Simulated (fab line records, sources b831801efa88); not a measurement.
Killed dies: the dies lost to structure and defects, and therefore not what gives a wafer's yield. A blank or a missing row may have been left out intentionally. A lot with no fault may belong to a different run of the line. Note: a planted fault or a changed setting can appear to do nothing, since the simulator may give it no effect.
Which tool did it? -- flow sky130 -- 21 wafers sampled from 7 lots at 1 step of a route of 708

## WHAT THE GAUGES READ, wafer by wafer
SKY_FIELD_ISO_BOW_MEAS_00.
lot,measured,on,INCOMING_BOW (um)
L472,day 1 15:02,filmMetro-01,6 6 5
L476,day 2 11:00,filmMetro-04,8 -8 9
L486,day 4 13:00,filmMetro-02,-2 -10 8
L488,day 4 23:00,filmMetro-01,10 -6 0
L490,day 5 09:02,filmMetro-04,-3 -16 3
L492,day 5 19:00,filmMetro-04,7 -2 -1
L494,day 6 05:00,filmMetro-01,-12 2 2

## WHAT TOOL EACH LOT RAN ON (gives the tool, then ch and the chambers of the sampled wafers, and finally the start)
Before these readings, the record contains no process step.

## THE ANSWER, worked out from the rows above alone
Rule: the usual values come from the lots themselves. Put in order of their means at a reading, lots are off if they are a third of the lots or fewer, leave a main group of 4 or more, and stand apart from it by a gap of 3 or more times the standard deviation of the main group's means; of several such gaps the widest counts. A main group whose means are all the same, to the digits that the tables above print for the reading, isn't used. A lot without any number at a reading at which 4 lots or more have one is off too. Where the step has rows for the other lots, those lots are counted as sound.
No lot is off on any of the readings shown, so nothing can be concluded from this.

## WHAT HAD BEEN PUT IN BY THE SIMULATOR
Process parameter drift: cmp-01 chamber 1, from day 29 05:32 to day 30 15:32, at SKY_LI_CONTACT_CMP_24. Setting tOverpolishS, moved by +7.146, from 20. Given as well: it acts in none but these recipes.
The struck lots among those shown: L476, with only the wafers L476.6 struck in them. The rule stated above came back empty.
